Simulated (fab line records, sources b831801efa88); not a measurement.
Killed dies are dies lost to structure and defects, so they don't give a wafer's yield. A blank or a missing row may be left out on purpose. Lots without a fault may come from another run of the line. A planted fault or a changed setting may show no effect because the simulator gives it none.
Tool commonality check | flow sky130 | 12 lots, 36 wafers sampled

WHY IT WAS OPENED
At SKY_GATE_OXIDE_TW_MEAS_14 the reading GATE_OXIDE_TW is flagged on 2 of 12 lots. Wafers without a fault read 223.0, standard deviation 1.5.
Rule: a lot is flagged when every wafer of it that has a number lies more than 4 standard deviations from that mean, or none has a number. The other lots count as sound.

lot  | measured     | on            | GATE_OXIDE_TW, wafer by wafer | flag
L428 | day 14 18:02 | film_metro-04 | 223.7 223.5 223.4             |
L429 | day 14 22:54 | film_metro-04 | 224.4 224.6 224.2             |
L430 | day 15 06:23 | film_metro-04 | 225.6 225.4 224.7             |
L431 | day 15 15:46 | film_metro-04 | 225.7 226.2 226.3             |
L435 | day 17 02:36 | film_metro-03 | 221.2 222.1 222.3             |
L436 | day 17 09:22 | film_metro-01 | 223.6 222.7 223.4             |
L437 | day 17 18:50 | film_metro-03 | 223.2 222.5 221.6             |
L438 | day 17 23:38 | film_metro-03 | 222.0 221.5 222.7             |
L439 | day 18 11:56 | film_metro-03 | 221.8 221.8 222.1             |
L444 | day 19 21:25 | film_metro-01 | 341.6 343.6 345.5             | FLAGGED
L445 | day 20 01:37 | film_metro-04 | 344.2 345.2 348.2             | FLAGGED
L451 | day 21 22:25 | film_metro-04 | 223.4 223.8 224.8             |
The numbers of the flagged lots are 344.7 on average: +121.7 against the usual, or +81 standard deviations.

WHICH TOOL RAN EACH LOT
The record holds 1 process step before the reading, out of a route of 708 steps. In each cell: the tool, then ch and the chambers that the sampled wafers went through, then the start.
lot  | flag    | SKY_GATE_OXIDE_IMPLANT_11
L428 |         | implanter-03 ch 0, day 14 17:41
L429 |         | implanter-03 ch 0, day 14 22:33
L430 |         | implanter-03 ch 0, day 15 06:03
L431 |         | implanter-01 ch 0, day 15 15:27
L435 |         | implanter-03 ch 0, day 17 02:15
L436 |         | implanter-01 ch 0, day 17 09:01
L437 |         | implanter-04 ch 0, day 17 18:28
L438 |         | implanter-01 ch 0, day 17 23:16
L439 |         | implanter-01 ch 0, day 18 11:37
L444 | FLAGGED | implanter-01 ch 0, day 19 21:05
L445 | FLAGGED | implanter-01 ch 0, day 20 01:15
L451 |         | implanter-03 ch 0, day 21 22:06
What these steps do:
- SKY_GATE_OXIDE_IMPLANT_11
- SKY_GATE_OXIDE_TW_MEAS_14

FLAGGED OVER TOTAL, TOOL BY TOOL (the gauges that took the reading come last)
step                      | tool          | lots run | flagged | share of the flagged lots | sound lots run after its first flagged lot
SKY_GATE_OXIDE_IMPLANT_11 | implanter-01  | 6        | 2       | all                       | 0
SKY_GATE_OXIDE_IMPLANT_11 | implanter-03  | 5        | 0       | none                      | -
SKY_GATE_OXIDE_IMPLANT_11 | implanter-04  | 1        | 0       | none                      | -
SKY_GATE_OXIDE_TW_MEAS_14 | film_metro-01 | 2        | 1       | some                      | 0
SKY_GATE_OXIDE_TW_MEAS_14 | film_metro-03 | 4        | 0       | none                      | -
SKY_GATE_OXIDE_TW_MEAS_14 | film_metro-04 | 6        | 1       | some                      | 1 (L451)

WHAT THE TABLE ALLOWS
1 row of the table ran every flagged lot: implanter-01 at SKY_GATE_OXIDE_IMPLANT_11.
- implanter-01 at SKY_GATE_OXIDE_IMPLANT_11: 2 of its 6 lots flagged. Its last sound lot is L439 (day 18 11:37), its first flagged lot L444 (day 19 21:05): a fault that began between those two fits. Its own readings lie more than 4 standard deviations out on every wafer of the flagged lots: dose_ions_cm2, faraday_current_uA.
One tool is left: implanter-01 at SKY_GATE_OXIDE_IMPLANT_11.

WHAT THE SIMULATOR HAD PUT IN
Process parameter drift: implanter-01, from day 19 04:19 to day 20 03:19, at SKY_GATE_OXIDE_IMPLANT_11. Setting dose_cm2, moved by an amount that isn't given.
Lots struck among those shown: L444, L445. The rule above found the same.
